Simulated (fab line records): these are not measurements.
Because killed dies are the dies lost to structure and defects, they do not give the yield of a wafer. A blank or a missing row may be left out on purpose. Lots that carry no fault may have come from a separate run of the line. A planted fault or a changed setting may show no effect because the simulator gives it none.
fab line records	flow sky130
record: lots: 7	wafers: 21	lastDay: 50
route steps=708 shown VIA4@648 PAD_OPEN@708
lots untouched by any fault: they come from a run of this same line in which no faults occurred
startH: start of the lot's first displayed wafer, in hours after the record's first day	waitH: time in hours since the lot's previous step	" repeats the value in the row above	L1.1+2: a single row standing in for several wafers	- value missing, or start not given	* or withheld: withheld	< > ~ a bound
route shown NAME@n: a module of which the file shows steps, and the number in the route of the first	usual: mean and standard deviation over wafers with no fault	same: alike in all rows	chamber/n: place in a boat	sites: each site's reading	_std_site: their standard deviation	_edge_site: mean of outer sites minus mean of inner sites	radiusMm: for every site, how far away it sits from the centre of the wafer	mask NAME#n: copy n	behind: tool/chamber where the wafer was last shaped	hold: cause of the lot's hold/its duration in hours/its outcome	device: transistor that didn't switch, given as n, p or np	end of line: the route-end tests of the same wafers	for a step that has no rows: nothing shown but its recipe	killed: at the first sort, the dies lost to defects and structure; wafer yield is something else	map: the dies of a wafer, with x for killed, . for not killed, _ for no die there
set.NAME: the setting as run; set.NAME@STEP: as run at that earlier step	model.NAME: the simulator's own value behind a step, which no gauge read
lots at selected steps of the route; one table per step, one row per wafer
services: from which hour (startH, from the record's first day; less than 0 if before it) a tool's chamber was out of use, for how many hours, and why
== steps ==
step: SKY_VIA4_PEB_09
recipe: tempC: withheld	timeS: *	resist: NOVOLAK
step: SKY_VIA4_DEVELOP_10
recipe: resist: NOVOLAK	developer: TMAH	developTimeS: 60	devTempC: 23
step: SKY_VIA4_OVL_MEAS_11
usual: VIA4_OVL: -0.1/1.4
lot.wafer	tool	chamber	startH	waitH	VIA4_OVL[nm]
L971.2	overlay-02	-	1023.06	0.1	1.9
L971.3	"	-	"	"	-0.6
L971.5	"	-	"	"	2.7
L973.2	overlay-02	-	1047.10	0.1	-1.2
L973.4	"	-	"	"	-2.3
L973.6	"	-	"	"	-3.0
L975.2	overlay-02	-	1063.70	0.1	0.9
L975.3	"	-	"	"	1.2
L975.5	"	-	"	"	-1.0
L976.3	overlay-02	-	1070.50	0.1	-1.0
L976.4	"	-	"	"	-2.0
L976.6	"	-	"	"	-2.5
L978.1	overlay-02	-	1077.11	0.1	0.2
L978.3	"	-	"	"	-0.5
L978.5	"	-	"	"	-0.3
L982.2	overlay-01	-	1093.16	0.1	1.1
L982.5	"	-	"	"	-0.4
L982.6	"	-	"	"	1.4
L990.1	overlay-02	-	1139.11	0.1	2.6
L990.3	"	-	"	"	0.8
L990.6	"	-	"	"	1.1
step: SKY_VIA4_ETCH_12
recipe: target: SiO2	chemistry: C4F8/O2/Ar	stopOn: TiN	maskMaterial: NOVOLAK	sourceW: 1500	biasW: 1200	pressureMtorr: 40	c4f8FlowSccm: withheld	O2_flow_sccm: 6	Ar_flow_sccm: 300	timeS: withheld	targetDepthA: 5800
usual: oesProductAu: 0.926/0.005	rfFwdPowerW: 1490/5.1
lot.wafer	tool	chamber	startH	waitH	oesProductAu	rfFwdPowerW
L971.2	rieDiel-01	3	1023.09	0.0	0.936	1488
L971.3	"	0	"	"	0.923	1486
L971.5	"	0	"	"	0.928	1486
L973.2	rieDiel-03	0	1047.13	0.0	0.934	1494
L973.4	"	1	"	"	0.929	1491
L973.6	"	0	"	"	0.930	1494
L975.2	rieDiel-02	3	1063.73	0.0	0.921	1489
L975.3	"	1	"	"	0.927	1490
L975.5	"	1	"	"	0.930	1488
L976.3	rieDiel-03	1	1070.53	0.0	0.923	1492
L976.4	"	3	"	"	0.932	1493
L976.6	"	2	"	"	0.928	1488
L978.1	rieDiel-01	2	1077.14	0.0	0.930	1487
L978.3	"	1	"	"	0.921	1480
L978.5	"	2	"	"	0.924	1491
L982.2	rieDiel-01	1	1093.19	0.0	0.927	1493
L982.5	"	1	"	"	0.919	1491
L982.6	"	2	"	"	0.933	1486
L990.1	rieDiel-02	1	1139.15	0.0	0.922	1486
L990.3	"	3	"	"	0.931	1496
L990.6	"	3	"	"	0.918	1493
step: SKY_VIA4_STRIP_13
recipe: chemistry: O2/N2	powerW: 1400	pressureMtorr: 1500	platenTempC: withheld	o2FlowSccm: 3000	n2FlowSccm: 300	overashFraction: 0.5
usual: drypumpMotorCurrentA: 6.03/0.28	oesProductAu: 0.710/0.0042	stripTimeToEndpointS: 12.81/0.036
lot.wafer	tool	chamber	startH	waitH	drypumpMotorCurrentA	oesProductAu	rfHoursCounterH	stripTimeToEndpointS
L971.2	plasmaAsher-01	1	1023.16	-	5.67	0.712	27	12.80
L971.3	"	0	"	"	5.94	0.718	-	12.79
L971.5	"	1	"	"	5.69	0.713	-	12.78
L973.2	plasmaAsher-02	1	1047.20	-	6.25	0.711	60	12.88
L973.4	"	1	"	"	6.26	0.706	-	12.85
L973.6	"	1	"	"	6.26	0.702	-	12.82
L975.2	plasmaAsher-04	0	1063.80	-	5.92	0.712	90	12.80
L975.3	"	1	"	"	6.44	0.713	-	12.80
L975.5	"	1	"	"	6.44	0.709	-	12.78
L976.3	plasmaAsher-01	0	1070.63	-	5.91	0.710	-	12.80
L976.4	"	1	"	"	5.68	0.711	-	12.85
L976.6	"	1	"	"	5.69	0.708	-	12.80
L978.1	plasmaAsher-04	1	1077.21	-	6.42	0.713	92	12.78
L978.3	"	1	"	"	6.42	0.714	-	12.78
L978.5	"	0	"	"	5.90	0.705	-	12.80
L982.2	plasmaAsher-04	0	1093.26	-	5.93	0.709	93	12.80
L982.5	"	1	"	"	6.45	0.711	-	12.81
L982.6	"	0	"	"	5.92	0.711	-	12.89
L990.1	plasmaAsher-02	1	1139.22	-	6.27	0.708	70	12.84
L990.3	"	0	"	"	5.72	0.714	-	12.83
L990.6	"	1	"	"	6.26	0.706	-	12.83
step: SKY_VIA4_STRIP_14
recipe: chemistry: postEtchResidueRemover	timeS: 1200	tempC: 72.5
step: SKY_VIA4_CLEAN_15
recipe: chemistry: IPA	timeS: 180	tempC: 25
step: SKY_VIA4_CLEAN_16
recipe: chemistry: O3/DIW	dry: n2Spin
step: SKY_VIA4_SPUTTER_17
recipe: material: TiN	targetThkNm: 20	chamberPressurePa: 5	powerW: 4000	timeS: 80
usual: throttleValvePct: 29.9/1.1
lot.wafer	tool	chamber	startH	waitH	throttleValvePct
L971.2	pvdSputter-04	-	1023.76	0.0	30.6
L971.3	"	-	"	"	29.6
L971.5	"	-	"	"	28.4
L973.2	pvdSputter-01	-	1047.79	0.0	31.8
L973.4	"	-	"	"	30.1
L973.6	"	-	"	"	32.0
L975.2	pvdSputter-04	-	1064.40	0.0	29.0
L975.3	"	-	"	"	28.3
L975.5	"	-	"	"	29.1
L976.3	pvdSputter-04	-	1071.23	0.0	29.7
L976.4	"	-	"	"	29.9
L976.6	"	-	"	"	28.9
L978.1	pvdSputter-04	-	1077.81	0.0	28.2
L978.3	"	-	"	"	29.7
L978.5	"	-	"	"	28.3
L982.2	pvdSputter-01	-	1093.86	0.0	30.2
L982.5	"	-	"	"	32.0
L982.6	"	-	"	"	29.9
L990.1	pvdSputter-01	-	1139.81	0.0	29.2
L990.3	"	-	"	"	31.8
L990.6	"	-	"	"	29.1
step: SKY_VIA4_CVD_18
recipe: material: W	targetThkNm: 505	timeS: 152.14	tempC: 400	pressureTorr: 40
usual: heaterPowerW: 834/74
lot.wafer	tool	chamber	startH	waitH	heaterPowerW	sinceWetCleanH
L971.2	cvdW-02	1	1023.82	0.0	815	106
L971.3	"	0	"	"	899	-
L971.5	"	1	"	"	805	-
L973.2	cvdW-01	0	1047.85	0.0	716	644
L973.4	"	0	"	"	714	-
L973.6	"	1	"	"	875	-
L975.2	cvdW-01	1	1064.51	0.1	899	-
L975.3	"	1	"	"	916	-
L975.5	"	1	"	"	905	-
L976.3	cvdW-01	0	1071.34	0.1	710	-
L976.4	"	1	"	"	889	-
L976.6	"	1	"	"	908	-
L978.1	cvdW-02	1	1077.87	0.0	823	160
L978.3	"	1	"	"	808	-
L978.5	"	0	"	"	903	-
L982.2	cvdW-01	0	1093.92	0.0	721	690
L982.5	"	0	"	"	718	-
L982.6	"	1	"	"	898	-
L990.1	cvdW-02	0	1139.87	0.0	895	222
L990.3	"	0	"	"	880	-
L990.6	"	0	"	"	914	-
step: SKY_VIA4_RS_MEAS_19
recipe: thkMeasGauge: four-point-probe	reads: W_of_VIA4_CVD_18+TiN_of_VIA4_SPUTTER_17
usual: VIA4_W_RS: 0.2265/0.0027
lot.wafer	tool	chamber	startH	waitH	VIA4_W_RS[ohm/sq]
L971.2	filmMetro-01	-	1023.99	0.1	0.2265
L971.3	"	-	"	"	0.2247
L971.5	"	-	"	"	0.2255
L973.2	filmMetro-01	-	1048.02	0.1	0.2268
L973.4	"	-	"	"	0.2270
L973.6	"	-	"	"	0.2283
L975.2	filmMetro-03	-	1064.78	0.2	0.2269
L975.3	"	-	"	"	0.2298
L975.5	"	-	"	"	0.2269
L976.3	filmMetro-01	-	1071.48	0.1	0.2264
L976.4	"	-	"	"	0.2276
L976.6	"	-	"	"	0.2298
L978.1	filmMetro-01	-	1078.02	0.1	0.2285
L978.3	"	-	"	"	0.2273
L978.5	"	-	"	"	0.2284
L982.2	filmMetro-02	-	1094.09	0.1	0.2271
L982.5	"	-	"	"	0.2279
L982.6	"	-	"	"	0.2313
L990.1	filmMetro-02	-	1140.03	0.1	0.2264
L990.3	"	-	"	"	0.2261
L990.6	"	-	"	"	0.2281
step: SKY_VIA4_THK_MEAS_20
recipe: thkMeasGauge: xrf	reads: W_of_VIA4_CVD_18
usual: VIA4_W_THK: 495/7.6
lot.wafer	tool	chamber	startH	waitH	VIA4_W_THK[nm]
L971.2	filmMetro-01	-	1024.10	0.1	497
L971.3	"	-	"	"	500
L971.5	"	-	"	"	504
L973.2	filmMetro-01	-	1048.13	0.1	504
L973.4	"	-	"	"	501
L973.6	"	-	"	"	503
L975.2	filmMetro-03	-	1064.89	0.1	485
L975.3	"	-	"	"	482
L975.5	"	-	"	"	484
L976.3	filmMetro-01	-	1071.58	0.1	503
L976.4	"	-	"	"	502
L976.6	"	-	"	"	498
L978.1	filmMetro-01	-	1078.14	0.1	505
L978.3	"	-	"	"	502
L978.5	"	-	"	"	503
L982.2	filmMetro-02	-	1094.20	0.1	495
L982.5	"	-	"	"	494
L982.6	"	-	"	"	490
L990.1	filmMetro-02	-	1140.15	0.1	493
L990.3	"	-	"	"	494
L990.6	"	-	"	"	491
step: SKY_VIA4_CMP_21
recipe: stopOn: SiO2	tOverpolishS: 25	downForcePsi: 3.5	platenRpm: 60	targetThkNm: 0	padVelocityMS: 0.94248
usual: edgeZonePressureFrac: 1.000/0.0047	motorCurrentA: 10.1/0.86	overpolishRunS: 25.000/0.0089	timeToEndpointS: 125/5.1
lot.wafer	tool	chamber	startH	waitH	edgeZonePressureFrac	motorCurrentA	overpolishRunS	timeToEndpointS
L971.3	cmp-02	2	1024.28	0.2	1.004	10.3	24.994	126
L971.2	"	0	"	"	1.003	8.6	25.020	128
L971.5	"	2	"	"	1.004	10.6	24.993	124
L973.4	cmp-02	3	1048.18	0.0	1.006	9.9	0.042	191
L973.2	"	0	"	"	1.004	8.8	0.039	191
L973.6	"	0	"	"	0.998	9.4	0.041	190
L975.3	cmp-02	0	1064.94	0.0	0.998	9.0	0.040	189
L975.2	"	1	"	"	1.012	11.6	0.033	191
L975.5	"	1	"	"	0.995	12.4	0.051	191
L976.3	cmp-02	3	1071.62	0.0	0.997	10.3	0.038	192
L976.4	"	1	"	"	0.994	11.4	0.040	191
L976.6	"	3	"	"	1.004	9.8	0.035	190
L978.1	cmp-01	0	1078.36	0.2	1.009	8.7	24.992	115
L978.3	"	3	"	"	1.000	10.6	24.993	124
L978.5	"	1	"	"	0.997	10.5	25.000	126
L982.2	cmp-01	3	1094.55	0.3	1.000	10.3	24.987	124
L982.5	"	2	"	"	1.003	10.2	24.982	121
L982.6	"	3	"	"	0.995	10.7	24.997	125
L990.1	cmp-01	3	1140.29	0.1	0.996	10.6	25.009	126
L990.3	"	1	"	"	1.000	10.9	24.984	131
L990.6	"	0	"	"	1.004	9.6	25.000	115
step: SKY_PAD_OPEN_PROBE_99
usual: killed_at_M0_to_M3: 43/6.3	killed_at_M4_up: 3.0/1.6	killedAtContacts: 25/5	killedAtFrontEnd: 15/4.4	killedAtOther: 0.3/0.8	killedDies: 85/8.7	killedOnRim: 17/3.7	killedOpen: 47/6.9	killedShort: 38/6.3
same: grossDies: 492	killedAtBackSide: 0
lot.wafer	tool	chamber	startH	waitH	killed_at_M0_to_M3	killed_at_M4_up	killedAtContacts	killedAtFrontEnd	killedAtOther	killedDies	killedOnRim	killedOpen	killedShort
L971.2	prober-02	-	1093.72	0.1	49	2	22	17	0	90	18	55	35
L971.3	prober-02	-	1093.77	0.2	50	3	24	14	0	91	21	52	39
L971.5	prober-02	-	1093.87	0.2	37	4	27	17	1	86	16	36	50
L973.2	prober-02	-	1113.83	0.1	37	416	24	15	0	492	96	44	35
L973.4	prober-02	-	1113.93	0.2	37	423	21	10	1	492	96	38	35
L973.6	prober-02	-	1114.03	0.2	41	407	21	22	1	492	96	56	32
L975.2	prober-01	-	1129.29	0.1	72	378	23	19	0	492	96	42	41
L975.3	prober-01	-	1129.34	0.2	84	369	18	21	0	492	96	48	34
L975.5	prober-01	-	1129.44	0.2	78	380	22	12	0	492	96	38	37
L976.3	prober-02	-	1135.98	0.2	42	411	25	14	0	492	96	38	43
L976.4	prober-02	-	1136.03	0.2	46	413	22	11	0	492	96	44	35
L976.6	prober-02	-	1136.13	0.2	44	418	21	9	0	492	96	43	33
L978.1	prober-02	-	1142.81	0.1	30	1	26	10	0	67	11	31	36
L978.3	prober-02	-	1142.91	0.2	57	1	29	21	0	108	22	53	55
L978.5	prober-02	-	1143.01	0.2	41	2	33	7	0	83	16	48	35
L982.2	prober-01	-	1157.22	0.1	52	1	19	19	0	91	14	53	38
L982.5	prober-01	-	1157.37	0.2	33	2	27	9	0	71	14	45	26
L982.6	prober-01	-	1157.42	0.2	39	1	30	16	0	86	16	53	33
L990.1	prober-02	-	1195.77	0.1	31	3	20	12	0	66	12	32	34
L990.3	prober-02	-	1195.87	0.2	39	3	26	9	0	77	20	39	38
L990.6	prober-02	-	1196.02	0.2	41	7	17	7	0	72	13	37	35
killed by level:class
L971.2 VIA1:geometricParticle:open=18 METAL2:geometricParticle:short=8 VIA3:geometricParticle:open=8 LOCAL_INTERCONNECT:geometricParticle:short=7 LI_CONTACT:geometricParticle:open=6 FIELD_ISO:geometricParticle:open=5 CONTACT:geometricParticle:open=5 METAL2:geometricParticle:open=4
L971.3 VIA2:geometricParticle:open=9 CONTACT:geometricParticle:open=8 METAL1:geometricParticle:short=7 VIA1:geometricParticle:open=7 LI_CONTACT:geometricParticle:open=6 METAL2:geometricParticle:short=6 CONTACT:geometricParticle:short=5 VIA3:geometricParticle:open=5
L971.5 CONTACT:geometricParticle:short=7 CONTACT:geometricParticle:open=7 FIELD_ISO:geometricParticle:short=6 FIELD_ISO:geometricParticle:open=6 VIA1:geometricParticle:open=6 VIA3:geometricParticle:open=6 LOCAL_INTERCONNECT:geometricParticle:short=5 METAL2:geometricParticle:short=5
L973.2 VIA4:areaCmp=413 CONTACT:geometricParticle:open=9 VIA1:geometricParticle:open=7 METAL2:geometricParticle:short=7 FIELD_ISO:geometricParticle:open=6 LI_CONTACT:geometricParticle:open=6 CONTACT:geometricParticle:short=5 VIA2:geometricParticle:open=5
L973.4 VIA4:areaCmp=419 VIA1:geometricParticle:open=11 CONTACT:geometricParticle:open=8 LOCAL_INTERCONNECT:geometricParticle:short=7 METAL1:geometricParticle:short=6 VIA1:geometricParticle:short=5 VIA2:geometricParticle:short=4 FIELD_ISO:geometricParticle:open=3
L973.6 VIA4:areaCmp=404 VIA3:geometricParticle:open=10 VIA1:geometricParticle:open=9 CONTACT:geometricParticle:open=8 VIA2:geometricParticle:open=8 POLY_GATE:geometricParticle:short=7 POLY_GATE:geometricParticle:open=7 FIELD_ISO:geometricParticle:open=6
L975.2 VIA4:areaCmp=373 VIA3:unspecified=36 LI_CONTACT:geometricParticle:open=6 LOCAL_INTERCONNECT:geometricParticle:short=6 VIA1:geometricParticle:open=6 VIA1:geometricParticle:short=5 VIA3:geometricParticle:open=5 FIELD_ISO:geometricParticle:open=4
L975.3 VIA4:areaCmp=368 VIA3:unspecified=42 VIA1:geometricParticle:open=8 VIA3:geometricParticle:open=7 FIELD_ISO:geometricParticle:short=6 METAL2:geometricParticle:short=6 LI_CONTACT:geometricParticle:open=6 FIELD_ISO:geometricParticle:open=5
L975.5 VIA4:areaCmp=377 VIA3:unspecified=40 VIA1:geometricParticle:open=8 METAL1:geometricParticle:short=8 LI_CONTACT:geometricParticle:short=7 CONTACT:geometricParticle:open=7 VIA3:geometricParticle:open=5 VIA2:geometricParticle:open=5
L976.3 VIA4:areaCmp=411 CONTACT:geometricParticle:open=9 VIA1:geometricParticle:open=9 POLY_GATE:geometricParticle:short=6 VIA1:geometricParticle:short=6 VIA2:geometricParticle:open=6 METAL2:geometricParticle:short=6 LOCAL_INTERCONNECT:geometricParticle:short=5
L976.4 VIA4:areaCmp=413 VIA1:geometricParticle:open=13 LI_CONTACT:geometricParticle:open=8 CONTACT:geometricParticle:open=6 METAL2:geometricParticle:short=6 VIA2:geometricParticle:open=6 VIA3:geometricParticle:open=5 VIA2:geometricParticle:short=5
L976.6 VIA4:areaCmp=416 CONTACT:geometricParticle:open=11 VIA1:geometricParticle:open=11 METAL2:geometricParticle:short=8 VIA2:geometricParticle:open=7 LI_CONTACT:geometricParticle:open=5 VIA1:geometricParticle:short=5 FIELD_ISO:geometricParticle:short=4
L978.1 CONTACT:geometricParticle:open=10 CONTACT:geometricParticle:short=6 VIA2:geometricParticle:short=6 FIELD_ISO:geometricParticle:short=5 VIA1:geometricParticle:short=5 VIA1:geometricParticle:open=5 LOCAL_INTERCONNECT:geometricParticle:open=4 LI_CONTACT:geometricParticle:open=3
L978.3 VIA3:geometricParticle:open=11 VIA2:geometricParticle:open=10 METAL2:geometricParticle:short=9 POLY_GATE:geometricParticle:open=7 CONTACT:geometricParticle:short=7 LI_CONTACT:geometricParticle:open=7 VIA2:geometricParticle:short=7 CONTACT:geometricParticle:open=6
L978.5 LI_CONTACT:geometricParticle:open=12 VIA2:geometricParticle:open=10 CONTACT:geometricParticle:open=9 LOCAL_INTERCONNECT:geometricParticle:short=8 VIA1:geometricParticle:open=7 VIA1:geometricParticle:short=5 CONTACT:geometricParticle:short=4 VIA3:geometricParticle:open=4
L982.2 VIA1:geometricParticle:open=12 METAL1:geometricParticle:short=8 VIA2:geometricParticle:open=8 CONTACT:geometricParticle:open=7 METAL2:geometricParticle:short=6 FIELD_ISO:geometricParticle:open=5 LI_CONTACT:geometricParticle:open=5 VIA3:geometricParticle:open=5
L982.5 CONTACT:geometricParticle:open=13 LI_CONTACT:geometricParticle:open=6 VIA1:geometricParticle:open=6 CONTACT:geometricParticle:short=4 METAL1:geometricParticle:short=4 VIA2:geometricParticle:open=4 METAL2:geometricParticle:short=4 VIA3:geometricParticle:open=4
L982.6 CONTACT:geometricParticle:open=13 VIA1:geometricParticle:open=9 FIELD_ISO:geometricParticle:open=8 LOCAL_INTERCONNECT:geometricParticle:short=6 CONTACT:geometricParticle:short=6 VIA2:geometricParticle:open=6 VIA3:geometricParticle:open=6 POLY_GATE:geometricParticle:open=4
L990.1 LOCAL_INTERCONNECT:geometricParticle:short=7 LI_CONTACT:geometricParticle:open=6 VIA1:geometricParticle:open=6 METAL2:geometricParticle:short=5 VIA3:geometricParticle:open=5 METAL1:geometricParticle:short=4 FIELD_ISO:geometricParticle:open=3 CONTACT:geometricParticle:open=3
L990.3 CONTACT:geometricParticle:open=11 VIA1:geometricParticle:open=9 METAL1:geometricParticle:short=7 CONTACT:geometricParticle:short=6 METAL2:geometricParticle:short=6 VIA2:geometricParticle:open=5 LI_CONTACT:geometricParticle:open=4 VIA3:geometricParticle:open=4
L990.6 METAL1:geometricParticle:short=7 VIA1:geometricParticle:open=7 VIA1:geometricParticle:short=6 LI_CONTACT:geometricParticle:open=6 CONTACT:geometricParticle:open=6 VIA3:geometricParticle:open=5 METAL4:geometricParticle:short=4 POLY_GATE:geometricParticle:open=3
map L973.2 (x killed, . not)
__________xxxxxxxxxx_________
________xxxxxxxxxxxxxx_______
______xxxxxxxxxxxxxxxxxx_____
_____xxxxxxxxxxxxxxxxxxxx____
____xxxxxxxxxxxxxxxxxxxxxx___
___xxxxxxxxxxxxxxxxxxxxxxxx__
__xxxxxxxxxxxxxxxxxxxxxxxxxx_
_xxxxxxxxxxxxxxxxxxxxxxxxxxxx
_xxxxxxxxxxxxxxxxxxxxxxxxxxxx
_xxxxxxxxxxxxxxxxxxxxxxxxxxxx
_xxxxxxxxxxxxxxxxxxxxxxxxxxxx
_xxxxxxxxxxxxxxxxxxxxxxxxxxxx
_xxxxxxxxxxxxxxxxxxxxxxxxxxxx
_xxxxxxxxxxxxxxxxxxxxxxxxxxxx
_xxxxxxxxxxxxxxxxxxxxxxxxxxxx
__xxxxxxxxxxxxxxxxxxxxxxxxxx_
___xxxxxxxxxxxxxxxxxxxxxxxx__
____xxxxxxxxxxxxxxxxxxxxxx___
_____xxxxxxxxxxxxxxxxxxxx____
______xxxxxxxxxxxxxxxxxx_____
________xxxxxxxxxxxxxx_______
__________xxxxxxxxxx_________
map L975.2 (x killed, . not)
__________xxxxxxxxxx_________
________xxxxxxxxxxxxxx_______
______xxxxxxxxxxxxxxxxxx_____
_____xxxxxxxxxxxxxxxxxxxx____
____xxxxxxxxxxxxxxxxxxxxxx___
___xxxxxxxxxxxxxxxxxxxxxxxx__
__xxxxxxxxxxxxxxxxxxxxxxxxxx_
_xxxxxxxxxxxxxxxxxxxxxxxxxxxx
_xxxxxxxxxxxxxxxxxxxxxxxxxxxx
_xxxxxxxxxxxxxxxxxxxxxxxxxxxx
_xxxxxxxxxxxxxxxxxxxxxxxxxxxx
_xxxxxxxxxxxxxxxxxxxxxxxxxxxx
_xxxxxxxxxxxxxxxxxxxxxxxxxxxx
_xxxxxxxxxxxxxxxxxxxxxxxxxxxx
_xxxxxxxxxxxxxxxxxxxxxxxxxxxx
__xxxxxxxxxxxxxxxxxxxxxxxxxx_
___xxxxxxxxxxxxxxxxxxxxxxxx__
____xxxxxxxxxxxxxxxxxxxxxx___
_____xxxxxxxxxxxxxxxxxxxx____
______xxxxxxxxxxxxxxxxxx_____
________xxxxxxxxxxxxxx_______
__________xxxxxxxxxx_________
== services ==
tool	chamber	startH	hours	kind
cvdW-02	1	999.23	5.0	repair
cmp-02	-	1005.42	0.3	repair
plasmaAsher-04	-	1012.14	22.7	repair
plasmaAsher-01	-	1032.50	28.1	pm
plasmaAsher-02	-	1033.62	1.5	repair
cmp-01	-	1052.46	0.7	repair
cvdW-01	-	1054.02	1.3	repair
cmp-01	-	1059.06	1.4	repair
cmp-01	-	1059.37	2.1	repair
rieDiel-01	3	1062.32	11.4	repair
cvdW-01	0	1062.37	4.0	repair
rieDiel-01	-	1068.75	2.8	pm
cmp-02	-	1076.81	7.2	repair
cmp-02	-	1084.48	4.0	pm
rieDiel-01	-	1085.24	1.6	repair
cmp-02	-	1088.48	-	consumableReplace:conditioner
cmp-02	-	1088.48	-	consumableReplace:pad
plasmaAsher-04	-	1091.17	0.9	repair
rieDiel-01	3	1114.32	7.9	repair
rieDiel-01	1	1124.29	4.2	repair
rieDiel-01	0	1127.46	6.3	repair
plasmaAsher-02	-	1133.86	3.2	repair
pvdSputter-04	-	1136.40	9.0	repair
rieDiel-02	0	1138.92	10.9	repair
== key ==
firstSign: step: SKY_VIA4_CMP_21	reading: overpolishRunS	direction: down	sigmas: 99+	usual: 25.000	struck: 0.040
effect: step: SKY_VIA4_CMP_21	reading: timeToEndpointS	direction: up	sigmas: 13	usual: *	struck: *
effect: step: SKY_PAD_OPEN_PROBE_99	reading: killed_at_M4_up	direction: up	sigmas: 99+	usual: 3.0	struck: 401.7
moreKillsBornAt: SKY_VIA4_CMP_21@cmp-02: 3594
metAt SKY_VIA4_CMP_21
struckWafers L973.2,L973.4,L973.6,L975.2,L975.3,L975.5,L976.3,L976.4,L976.6
laterRowsLeftOut L973.2,L973.4,L973.6,L975.2,L975.3,L975.5,L976.3,L976.4,L976.6
testerLeftOut L976
onsetBetween 1024.28 1048.18
earlierFault: kind: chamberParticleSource	tool: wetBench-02	chamber: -	onsetH: 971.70	steps: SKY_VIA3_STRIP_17	ratePerVisitCm2: 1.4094
earlierFault: kind: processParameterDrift	tool: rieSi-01	chamber: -	onsetH: 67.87	steps: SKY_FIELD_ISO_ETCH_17	channel: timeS	offset: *	shape: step	endH: 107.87	actsIn: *	stated: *
fault: kind: processParameterDrift	tool: cmp-02	chamber: -	onsetH: 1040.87	steps: SKY_VIA4_CMP_21	channel: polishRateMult	offset: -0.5	shape: step
testerLeftOut: of these lots the tester's yield and bins aren't shown, on N5 and GAA mostly nor the transistor test; their killed dies are dies lost to structure and defects alone, not to doping, threshold or leakage, so they don't give the yield
laterRowsLeftOut: the simulator's readings of these wafers behind a module that went badly wrong aren't trusted and aren't shown, but for the sort
